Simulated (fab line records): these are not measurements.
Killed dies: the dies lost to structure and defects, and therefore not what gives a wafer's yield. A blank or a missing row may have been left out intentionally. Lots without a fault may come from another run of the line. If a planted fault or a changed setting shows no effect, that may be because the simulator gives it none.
Chamber matching / flow gf180mcu / cmp-01 running GF_V4_CMP_04: 4 sister chambers
The step polishes SiO2. 16 wafers are shown with their chamber, then 8 later ones without.

WAFERS PAIRED WITH THEIR CHAMBERS
wafer=L074.1; chamber=3; motor current A (A)=13.1; time to endpoint s (s)=80; head pressure psi (psi)=3.996
wafer=L074.3; chamber=0; motor current A (A)=11.8; time to endpoint s (s)=84; head pressure psi (psi)=4.001
wafer=L074.4; chamber=2; motor current A (A)=10.4; time to endpoint s (s)=83; head pressure psi (psi)=4.001
wafer=L076.4; chamber=3; motor current A (A)=12.3; time to endpoint s (s)=89; head pressure psi (psi)=3.990
wafer=L076.5; chamber=3; motor current A (A)=12.4; time to endpoint s (s)=86; head pressure psi (psi)=4.003
wafer=L076.6; chamber=0; motor current A (A)=12.5; time to endpoint s (s)=92; head pressure psi (psi)=4.007
wafer=L080.3; chamber=3; motor current A (A)=12.5; time to endpoint s (s)=80; head pressure psi (psi)=4.002
wafer=L080.5; chamber=2; motor current A (A)=10.6; time to endpoint s (s)=78; head pressure psi (psi)=4.003
wafer=L080.6; chamber=1; motor current A (A)=12.1; time to endpoint s (s)=81; head pressure psi (psi)=3.989
wafer=L083.2; chamber=1; motor current A (A)=11.8; time to endpoint s (s)=82; head pressure psi (psi)=3.994
wafer=L083.4; chamber=0; motor current A (A)=12.5; time to endpoint s (s)=87; head pressure psi (psi)=3.995
wafer=L083.5; chamber=2; motor current A (A)=10.8; time to endpoint s (s)=83; head pressure psi (psi)=3.990
wafer=L084.4; chamber=1; motor current A (A)=12.6; time to endpoint s (s)=82; head pressure psi (psi)=3.988
wafer=L084.5; chamber=1; motor current A (A)=12.8; time to endpoint s (s)=85; head pressure psi (psi)=4.001
wafer=L084.6; chamber=2; motor current A (A)=10.4; time to endpoint s (s)=77; head pressure psi (psi)=3.995
wafer=L087.2; chamber=0; motor current A (A)=12.4; time to endpoint s (s)=87; head pressure psi (psi)=3.995

SIGNATURES (means of the wafers above)
reading=motor current A; chamber 0=12.300; chamber 1=12.325; chamber 2=10.550; chamber 3=12.575; scatter within a chamber=0.349
reading=time to endpoint s; chamber 0=87.50; chamber 1=82.50; chamber 2=80.25; chamber 3=83.75; scatter within a chamber=3.34
reading=head pressure psi; chamber 0=3.99950; chamber 1=3.99300; chamber 2=3.99725; chamber 3=3.99775; scatter within a chamber=0.00591
Rule: distance of a wafer from a chamber = root of the sum over the readings of ((wafer's reading minus chamber's mean) / reading's scatter) squared. The wafer belongs to the nearest chamber; if the next one is less than 2 further off, it can't be placed. How the scatter is found: for the shown wafers, subtract from each reading the mean of its chamber, square and add these, divide the total by (wafers less chambers), then take the root.

WAFERS WHOSE CHAMBER IS MISSING
wafer=L087.3; motor current A (A)=12.2; time to endpoint s (s)=85; head pressure psi (psi)=4.019
wafer=L087.4; motor current A (A)=10.5; time to endpoint s (s)=86; head pressure psi (psi)=4.013
wafer=L093.4; motor current A (A)=13.1; time to endpoint s (s)=82; head pressure psi (psi)=3.996
wafer=L093.5; motor current A (A)=12.3; time to endpoint s (s)=82; head pressure psi (psi)=3.993
wafer=L093.6; motor current A (A)=13.1; time to endpoint s (s)=82; head pressure psi (psi)=4.001
wafer=L096.4; motor current A (A)=10.7; time to endpoint s (s)=75; head pressure psi (psi)=3.993
wafer=L096.5; motor current A (A)=12.5; time to endpoint s (s)=84; head pressure psi (psi)=3.999
wafer=L096.6; motor current A (A)=12.4; time to endpoint s (s)=90; head pressure psi (psi)=4.000

WHICH CHAMBER EACH WENT THROUGH
wafer=L087.3; from the rows above=can't be placed: 0 or 3 or 1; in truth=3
wafer=L087.4; from the rows above=2; in truth=2
wafer=L093.4; from the rows above=can't be placed: 3 or 1 or 0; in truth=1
wafer=L093.5; from the rows above=can't be placed: 1 or 3 or 0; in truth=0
wafer=L093.6; from the rows above=can't be placed: 3 or 1 or 0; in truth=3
wafer=L096.4; from the rows above=2; in truth=2
wafer=L096.5; from the rows above=can't be placed: 3 or 0 or 1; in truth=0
wafer=L096.6; from the rows above=can't be placed: 0 or 3 or 1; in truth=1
Correctly placed: 2 of 8. These rows do not allow placing 6 (true chamber among the candidates in 6). Placed wrongly: 0.
